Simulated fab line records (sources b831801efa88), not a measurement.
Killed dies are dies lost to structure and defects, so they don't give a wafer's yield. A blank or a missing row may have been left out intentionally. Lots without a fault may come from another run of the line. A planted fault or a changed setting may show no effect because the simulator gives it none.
Which of the tools did it?	flow sky130	34 wafers from 12 lots sampled at 5 of the route's 708 steps

== WHAT EACH GAUGE READ, for each wafer ==
SKY_LI_CONTACT_THK_MEAS_23: measures by xrf.
lot	measured	on	LI_CONTACT_W_THK (nm)
L492	day 29 05:44	film_metro-01	391 379 390
L498	day 32 04:59	film_metro-01	414 387
L500	day 32 09:47	film_metro-03	393 386
L506	day 34 02:23	film_metro-04	419 417 419
L507	day 34 08:37	film_metro-04	396 400 399
L509	day 35 07:59	film_metro-01	397 392 394
L511	day 35 15:32	film_metro-03	390 393 395
L510	day 35 19:27	film_metro-04	413 390 413
L512	day 35 20:28	film_metro-03	410 412 387
L513	day 36 00:44	film_metro-01	396 399 381
L514	day 36 08:59	film_metro-04	402 402 401
L515	day 36 13:44	film_metro-03	398 399 402

SKY_CONTACT_THK_MEAS_03.
lot	measured	on	CONTACT_HDPCVD_THK (nm)
L492	day 30 11:54	film_metro-01	564 559 563
L498	day 33 09:29	film_metro-02	917 568 917 567
L500	day 33 14:22	film_metro-01	924 564 923 563
L506	day 35 06:36	film_metro-01	566 578 573
L507	day 35 14:17	film_metro-03	579 575 579
L509	day 36 11:47	film_metro-02	565 567 560
L511	day 36 19:10	film_metro-03	570 562 566
L510	day 36 22:23	film_metro-01	576 575 576
L512	day 37 00:21	film_metro-03	567 569 565
L513	day 37 04:19	film_metro-02	563 567 567
L514	day 37 12:43	film_metro-03	565 568 563
L515	day 37 17:31	film_metro-02	569 564 569

== WHICH TOOL RAN EACH LOT (tool, then ch and the chambers of the sampled wafers, then the start) ==
lot	SKY_LI_CONTACT_CMP_24	SKY_CONTACT_CVD_00	SKY_CONTACT_HDPCVD_02
L492	cmp-01 ch 0,3, day 29 05:46	pecvd-04 ch 0,1,2, day 30 11:43	hdpcvd-02 ch 0,1,2, day 30 11:50
L498	cmp-01 ch 1,2, day 32 05:11	pecvd-02 ch 0,2, day 33 09:19	hdpcvd-02 ch 1,2, day 33 09:25
L500	cmp-02 ch 0,1, day 32 09:58	pecvd-01 ch 0, day 33 14:11	hdpcvd-02 ch 0,1, day 33 14:17
L506	cmp-01 ch 1,2,3, day 34 02:26	pecvd-01 ch 1,2, day 35 06:25	hdpcvd-01 ch 0,1,2, day 35 06:32
L507	cmp-01 ch 1,2, day 34 08:40	pecvd-01 ch 0,2, day 35 14:05	hdpcvd-01 ch 0,1,2, day 35 14:11
L509	cmp-02 ch 0,1,2, day 35 08:02	pecvd-04 ch 0,1,2, day 36 11:37	hdpcvd-02 ch 0,1,2, day 36 11:43
L511	cmp-01 ch 0,1, day 35 15:35	pecvd-02 ch 1,2, day 36 19:00	hdpcvd-02 ch 0,1,2, day 36 19:05
L510	cmp-02 ch 0,1, day 35 19:29	pecvd-01 ch 0,2, day 36 22:12	hdpcvd-01 ch 0,2, day 36 22:18
L512	cmp-02 ch 0,2,3, day 35 20:40	pecvd-04 ch 1,2, day 37 00:11	hdpcvd-02 ch 0,1, day 37 00:16
L513	cmp-01 ch 0,1, day 36 00:46	pecvd-01 ch 0,1,2, day 37 04:08	hdpcvd-02 ch 0,1,2, day 37 04:15
L514	cmp-02 ch 1,2,3, day 36 09:05	pecvd-01 ch 0,2, day 37 12:33	hdpcvd-02 ch 1,2, day 37 12:40
L515	cmp-01 ch 0,1,3, day 36 13:47	pecvd-02 ch 1,2, day 37 17:21	hdpcvd-01 ch 1,2, day 37 17:27
- SKY_LI_CONTACT_CMP_24: polishes, stops on PSG, t overpolish 20 s, target thk 0 nm.
- SKY_CONTACT_CVD_00: deposits Si3N4, target thk 75 nm.
- SKY_CONTACT_HDPCVD_02: deposits SiO2, target thk 565 nm, time 94.2 s.

== WHAT THE TOOLS THEMSELVES READ (means of the sampled wafers that have a number; where no wafer has one, the mark that the record gives instead) ==
SKY_LI_CONTACT_CMP_24.
lot	tool	edge_zone_pressure_frac	motor_current_A (A)	overpolish_run_s (s)	time_to_endpoint_s (s)
L492	cmp-01	1.004	10.8	19.998	97
L498	cmp-01	1.001	11.3	19.993	109
L500	cmp-02	1.000	10.9	20.010	96
L506	cmp-01	0.997	11.2	19.997	100
L507	cmp-01	1.000	11.6	20.004	93
L509	cmp-02	0.999	11.2	19.996	98
L511	cmp-01	0.995	11.1	20.002	95
L510	cmp-02	1.002	11.2	19.991	95
L512	cmp-02	1.001	11.9	20.006	100
L513	cmp-01	0.999	10.4	20.006	99
L514	cmp-02	0.998	11.3	20.002	95
L515	cmp-01	0.997	11.0	19.998	99

SKY_CONTACT_CVD_00.
lot	tool	heater_power_outer_w (W)	heater_power_w (W)
L492	pecvd-04	464	765
L498	pecvd-02	452	758
L500	pecvd-01	474	751
L506	pecvd-01	437	769
L507	pecvd-01	450	741
L509	pecvd-04	412	698
L511	pecvd-02	428	737
L510	pecvd-01	438	721
L512	pecvd-04	476	775
L513	pecvd-01	448	755
L514	pecvd-01	489	801
L515	pecvd-02	515	843

== THE ANSWER, worked out from the rows above alone ==
Rule: the usual values come from the lots themselves. Put in order of their means at a reading, lots are off if they are a third of the lots or fewer, leave a main group of 4 or more, and stand apart from it by a gap of 3 or more times the standard deviation of the main group's means; of several such gaps the widest counts. A main group whose means are all the same, to the digits that the tables above print for the reading, isn't used. Also off: a lot with no number at a reading for which 4 or more lots have one. Any other lot the step has rows for is counted as sound. After the gauges, taken in route order, come the tools' own readings; for these a lot's mean is taken, as printed above. The first step at which some lot is off is used, and at that step the reading that is off furthest; a lot without a number counts as furthest.
Off: L498, L500, at SKY_CONTACT_THK_MEAS_03 (CONTACT_HDPCVD_THK). The main group has a mean of 568 nm with a standard deviation of 4.9.
If a tool, at a process step before that reading, ran all the lots that are off and no sound lot after the first of them, it fits. The gauges at SKY_CONTACT_THK_MEAS_03 are tried like those tools. None of those tried fits.

== WHAT THE SIMULATOR PUT IN ==
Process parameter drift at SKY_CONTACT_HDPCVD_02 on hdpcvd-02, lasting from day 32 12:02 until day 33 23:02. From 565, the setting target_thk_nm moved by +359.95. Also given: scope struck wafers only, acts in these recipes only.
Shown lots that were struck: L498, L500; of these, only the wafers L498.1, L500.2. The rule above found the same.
